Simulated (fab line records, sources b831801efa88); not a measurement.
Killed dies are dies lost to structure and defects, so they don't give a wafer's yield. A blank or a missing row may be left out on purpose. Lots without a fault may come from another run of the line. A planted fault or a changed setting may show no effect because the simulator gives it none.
fab line records | flow sky130
record lots=6 wafers=18 last_day=50
route steps=708 shown METAL1@456 VIA1@458
lots that met no fault: from a run of the same line without faults
start_h: hours from the record's first day to the start of the lot's first wafer shown | wait_h: hours since the lot's step before | " the same as in the row above | L1.1+2: a row that stands for several wafers | - no value, or no start given | * or withheld: withheld | < > ~ a bound
route shown NAME@n: a module of which the file shows steps, and the number in the route of the first | usual: mean/standard deviation of fault-free wafers | same: alike in all rows | chamber/n: place in a boat | sites: the reading at each site | _std_site: their standard deviation | _edge_site: outer sites' mean less inner sites' | radius_mm: how far each site lies from the wafer's centre | mask NAME#n: copy n | behind: the tool/chamber that last shaped the wafer | hold: why the lot was held/for how many hours/how that ended | device: the transistor (n, p or np) that didn't switch | end of line: the same wafers' tests at the end of the route | a step without rows: its recipe alone | killed: dies lost to structure and defects at the first sort, not the wafer's yield | map: a wafer's dies, x killed, . not, _ none there
set.NAME: the setting as run; set.NAME@STEP: as run at that earlier step | model.NAME: the simulator's own value behind a step, which no gauge read
lots at some steps of the route; a table a step, a row a wafer
services: from which hour (start_h, from the record's first day; less than 0 if before it) a tool's chamber was out of use, for how many hours, and why
## steps
# step SKY_METAL1_CLEAN_22
# recipe chemistry=IPA time_s=180 temp_c=25
# step SKY_METAL1_CLEAN_23
# recipe chemistry=O3/DIW dry=n2_spin
# step SKY_VIA1_HDPCVD_00
# recipe material=SiO2 target_thk_nm=1030 sigma_open_frac=0.3 time_s=171.7 temp_c=400 sih4_flow_sccm=60 pressure_mtorr=6
# step SKY_VIA1_THK_MEAS_01
# recipe reads=SiO2_of_VIA1_HDPCVD_00
# usual VIA1_HDPCVD_THK=1028/10
# columns lot.wafer tool chamber start_h wait_h VIA1_HDPCVD_THK[nm]
L579.1 film_metro-03 - 806.53 0.1 1023
L579.4 " - " " 1031
L579.6 " - " " 1046
L581.3 film_metro-03 - 814.38 0.1 1041
L581.4 " - " " 1040
L581.6 " - " " 1031
L587.2 film_metro-04 - 865.99 0.1 1048
L587.3 " - " " 1042
L587.5 " - " " 1040
L590.1 film_metro-02 - 869.26 0.1 1034
L590.3 " - " " 1016
L590.6 " - " " 1020
L594.3 film_metro-02 - 900.92 0.1 1047
L594.5 " - " " 1031
L594.6 " - " " 1025
L598.2 film_metro-04 - 941.89 0.1 1012
L598.4 " - " " 1012
L598.6 " - " " 1017
# step SKY_VIA1_CMP_02
# recipe material=SiO2 down_force_psi=4 platen_rpm=60 pad_velocity_m_s=0.94248
# usual motor_current_A=11.6/1.2
# columns lot.wafer tool chamber start_h wait_h motor_current_A
L579.1 cmp-02 1 806.59 0.1 11.7
L579.4 " 2 " " 9.9
L579.6 " 2 " " 9.5
L581.3 cmp-02 0 814.42 0.0 12.1
L581.4 " 2 " " 9.8
L581.6 " 0 " " 12.1
L587.3 cmp-01 2 866.14 0.1 12.0
L587.2 " 3 " " 13.2
L587.5 " 0 " " 11.7
L590.1 cmp-01 1 869.52 0.3 12.5
L590.3 " 2 " " 12.3
L590.6 " 1 " " 12.9
L594.3 cmp-02 0 901.11 0.2 12.7
L594.5 " 1 " " 11.8
L594.6 " 2 " " 9.7
L598.4 cmp-02 1 941.94 0.0 12.1
L598.2 " 3 " " 10.4
L598.6 " 2 " " 9.8
# step SKY_VIA1_BOW_MEAS_03
# recipe mode=bow
# usual VIA1_BOW=81/6.2
# columns lot.wafer tool chamber start_h wait_h VIA1_BOW[um]
L579.1 film_metro-04 - 806.89 0.2 84
L579.4 " - " " 80
L579.6 " - " " 89
L581.3 film_metro-04 - 814.76 0.3 78
L581.4 " - " " 83
L581.6 " - " " 77
L587.2 film_metro-02 - 866.36 0.1 80
L587.3 " - " " 81
L587.5 " - " " 84
L590.1 film_metro-04 - 869.82 0.2 79
L590.3 " - " " 84
L590.6 " - " " 74
L594.3 film_metro-03 - 901.30 0.1 82
L594.5 " - " " 88
L594.6 " - " " 77
L598.2 film_metro-03 - 942.26 0.2 87
L598.4 " - " " 78
L598.6 " - " " 89
# step SKY_VIA1_DEHYDRATE_04
# recipe temp_c=200 time_s=60
# step SKY_VIA1_HMDS_05
# recipe prime_time_s=60 prime_temp_c=120
# step SKY_VIA1_COAT_06
# recipe resist=BARC temp_c=withheld time_s=withheld spin_rpm=3000 resist_thk_nm=60
# step SKY_VIA1_COAT_07
# recipe resist=KrF-thick spin_rpm=3000 resist_thk_nm=450
# step SKY_VIA1_SOFTBAKE_08
# recipe temp_c=100 time_s=90 resist=KrF-thick
# step SKY_VIA1_EXPOSE_09
# recipe mask_id=VIM na=0.8 source_shape=annular sigma_inner=0.55 sigma_outer=0.85 target_cd_nm=150 dose_mj=38
# step SKY_VIA1_PEB_10
# recipe peb_temp_c=withheld peb_time_s=withheld resist=KrF-thick
# usual chill_plate_temp_C=* exhaust_pa=44.9/1
# columns lot.wafer tool chamber start_h wait_h chill_plate_temp_C exhaust_pa
L579.1 litho_track-04 0 833 - * 45.6
L579.4 " 0 " " * 45.3
L579.6 " 0 " " * 45.6
L581.3 litho_track-04 0 840 - * 42.6
L581.4 " 0 " " * 43.6
L581.6 " 0 " " * 44.1
L587.2 litho_track-04 - 891 - - -
L587.3 " - " " - -
L587.5 " - " " - -
L590.1 litho_track-04 - 894 - - -
L590.3 " - " " - -
L590.6 " - " " - -
L594.3 litho_track-01 0 925 - * 44.6
L594.5 " 0 " " * 43.0
L594.6 " 0 " " * 43.8
L598.2 litho_track-01 0 965 - * 44.2
L598.4 " 0 " " * 44.3
L598.6 " 0 " " * 44.4
# step SKY_VIA1_DEVELOP_11
# recipe develop_time_s=60 resist=KrF-thick dev_temp_c=21
## services
# columns tool chamber start_h hours kind
cmp-01 - 806.23 4.0 pm
cmp-02 - 814.81 1.1 repair
cmp-02 - 817.89 4.6 pm
cmp-02 - 827.11 2.0 repair
cmp-01 - 827.75 5.2 repair
litho_track-01 - 845.65 - consumable_replace:filter
cmp-01 - 912.00 4.0 pm
cmp-01 - 916.00 - consumable_replace:conditioner
cmp-01 - 916.00 - consumable_replace:pad
cmp-02 - 935.33 0.6 repair
## key
first_sign step=SKY_VIA1_PEB_10 reading=tool_record direction=missing
effect none on later readings
met_at SKY_VIA1_PEB_10
struck_wafers L587.2,L587.3,L587.5,L590.1,L590.3,L590.6
later_rows_left_out L587.2,L587.3,L587.5,L590.1,L590.3,L590.6
sort_left_out L587.2,L587.3,L587.5,L590.1,L590.3,L590.6
onset_between 840 891
fault kind=skipped_step_whole tool=litho_track-04 chamber=- onset_h=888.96 steps=SKY_VIA1_PEB_10 scope=struck_lots_only
# sort_left_out: the simulated sort isn't trusted on such a fault, so these wafers' sort isn't shown, and their yield isn't known
# later_rows_left_out: the simulator's readings of these wafers behind a module that went badly wrong aren't trusted and aren't shown, but for the sort
